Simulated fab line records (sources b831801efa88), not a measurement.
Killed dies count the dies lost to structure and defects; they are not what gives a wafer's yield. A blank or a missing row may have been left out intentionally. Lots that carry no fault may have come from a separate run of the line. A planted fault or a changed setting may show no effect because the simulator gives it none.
Which tool is to blame?    flow sky130    39 wafers from 13 lots sampled at 4 of the route's 708 steps

## WHAT EACH GAUGE READ, for each wafer
SKY_SPACER_THK_MEAS_01.
lot   measured      on             SPACER_CVD_00_THK (nm)
L256  day 22 15:29  film metro-02  43.1 43.1 43.3
L259  day 24 22:57  film metro-03  43.7 43.8 43.6
L258  day 24 22:58  film metro-02  42.8 43.0 42.7
L261  day 24 23:01  film metro-03  43.4 43.2 43.2
L262  day 25 07:35  film metro-02  43.3 43.1 43.5
L264  day 25 18:22  film metro-02  42.6 43.2 42.8
L265  day 26 02:11  film metro-03  43.2 43.1 43.4
L267  day 27 05:01  film metro-02  43.2 43.4 43.3
L268  day 27 17:49  film metro-02  43.2 43.2 43.4
L272  day 28 14:52  film metro-03  43.5 43.9 43.4
L273  day 28 17:53  film metro-02  42.9 42.9 43.0
L278  day 30 13:39  film metro-01  43.2 43.3 43.0
L279  day 30 20:07  film metro-02  43.4 43.3 43.2

SKY_SD_N_TW_MEAS_12.
lot   measured      on             SD_N_TW
L256  day 27 12:35  film metro-04  3924 3934 3935
L259  day 29 19:22  film metro-04  3941 3962 3979
L258  day 29 19:46  film metro-04  3947 3959 3970
L261  day 29 20:22  film metro-02  3944 3955 3942
L262  day 30 02:07  film metro-02  3956 3955 3983
L264  day 30 10:34  film metro-04  3991 3984 3955
L265  day 30 19:10  film metro-02  3988 3987 3998
L267  day 31 21:46  film metro-04  3960 3945 3957
L268  day 32 10:29  film metro-02  3934 3936 3939
L272  day 33 06:04  film metro-02  3943 3953 3989
L273  day 33 07:03  film metro-02  3950 3964 3938
L278  day 35 00:58  film metro-03  3911 3927 3899
L279  day 35 06:58  film metro-02  3958 3982 3983

SKY_LI_CONTACT_BOW_MEAS_03.
lot   measured      on             LI_CONTACT_BOW (um)
L256  day 27 13:46  film metro-02  61 63 61
L259  day 29 21:20  film metro-02  60 54 47
L258  day 29 21:48  film metro-02  64 67 50
L261  day 29 21:58  film metro-03  66 54 73
L262  day 30 03:14  film metro-03  53 61 55
L264  day 30 11:41  film metro-02  53 62 55
L265  day 30 20:17  film metro-04  51 49 46
L267  day 31 22:53  film metro-03  66 57 51
L268  day 32 11:38  film metro-03  54 57 50
L272  day 33 07:11  film metro-02  53 54 42
L273  day 33 08:12  film metro-04  48 53 54
L278  day 35 02:05  film metro-03  54 48 53
L279  day 35 08:07  film metro-04  56 54 48

## WHICH TOOL RAN EACH LOT (tool, then ch and the chambers of the sampled wafers, then the start)
lot   SKY_SD_N_STRIP_11
L256  plasma asher-01 ch 0,1, day 27 12:29
L259  plasma asher-03 ch 0,1, day 29 19:16
L258  plasma asher-03 ch 0,1, day 29 19:40
L261  plasma asher-03 ch 0,1, day 29 20:16
L262  plasma asher-04 ch 0,1, day 30 02:01
L264  plasma asher-01 ch 0,1, day 30 10:28
L265  plasma asher-01 ch 0, day 30 19:04
L267  plasma asher-03 ch 0,1, day 31 21:40
L268  plasma asher-01 ch 0,1, day 32 10:23
L272  plasma asher-01 ch 0,1, day 33 05:58
L273  plasma asher-01 ch 0,1, day 33 06:58
L278  plasma asher-04 ch 0,1, day 35 00:52
L279  plasma asher-03 ch 0,1, day 35 06:52
- SKY_SD_N_STRIP_11: strips in O2/N2.

## WHAT THE TOOLS THEMSELVES READ (means of the sampled wafers that have a number; where no wafer has one, the mark that the record gives instead)
SKY_SD_N_STRIP_11.
lot   tool             drypump motor current A (A)  o2 flow sccm (sccm)  oes product au (a.u.)  strip time to endpoint s (s)
L256  plasma asher-01  6.1                          3005                 0.528                  22.52
L259  plasma asher-03  6.1                          2996                 0.528                  22.58
L258  plasma asher-03  6.1                          2997                 0.527                  22.56
L261  plasma asher-03  6.1                          2996                 0.524                  22.54
L262  plasma asher-04  5.8                          2999                 0.527                  22.63
L264  plasma asher-01  5.7                          2990                 0.532                  22.55
L265  plasma asher-01  5.3                          3000                 0.528                  22.60
L267  plasma asher-03  5.6                          2993                 0.532                  22.59
L268  plasma asher-01  5.7                          2992                 0.530                  22.59
L272  plasma asher-01  5.7                          3001                 0.514                  23.62
L273  plasma asher-01  6.1                          3000                 0.523                  23.04
L278  plasma asher-04  5.5                          3001                 0.525                  22.54
L279  plasma asher-03  6.1                          2999                 0.525                  22.53

## THE ANSWER, worked out from the rows above alone
Rule: what is usual is taken from the lots themselves. The widest of any qualifying gaps counts: lots, ordered by their means at a reading, are off when they make up no more than a third of the lots, leave a main group of 4 or more, and stand apart from it by 3 or more times the standard deviation of that group's means. A main group is skipped when, at the precision printed for the reading in the tables above, its means are all equal. A lot without any number at a reading at which 4 lots or more have one is off too. All remaining lots with rows at the step are treated as sound. The gauges are gone through in route order, then the tools' own readings, and for those a lot's mean is taken as printed above. At the first step where some lot is off, the reading lying furthest off is the one used; lots without a number count as furthest.
Off: L272, L273, at SKY_SD_N_STRIP_11 (strip time to endpoint s). The main group: mean 22.57 s, standard deviation 0.033.
A tool fits if, at that step or a process step before it, it ran every lot that is off, and no sound lot after the first of them. One fits: plasma asher-01 at SKY_SD_N_STRIP_11. Its last sound lot is L268 (day 32 10:23), its first lot that is off L272 (day 33 05:58): a fault that began between those two fits.
The tool's own readings at SKY_SD_N_STRIP_11 bear it out: on the lots that are off they differ by more than 5 times the standard deviation of the sound lots' means. strip time to endpoint s reads 23.33 s there against 22.57 s on the sound lots.

## WHAT THE SIMULATOR HAD INSERTED
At SKY_SD_N_STRIP_11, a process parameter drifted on plasma asher-01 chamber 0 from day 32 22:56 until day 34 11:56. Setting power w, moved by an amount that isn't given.
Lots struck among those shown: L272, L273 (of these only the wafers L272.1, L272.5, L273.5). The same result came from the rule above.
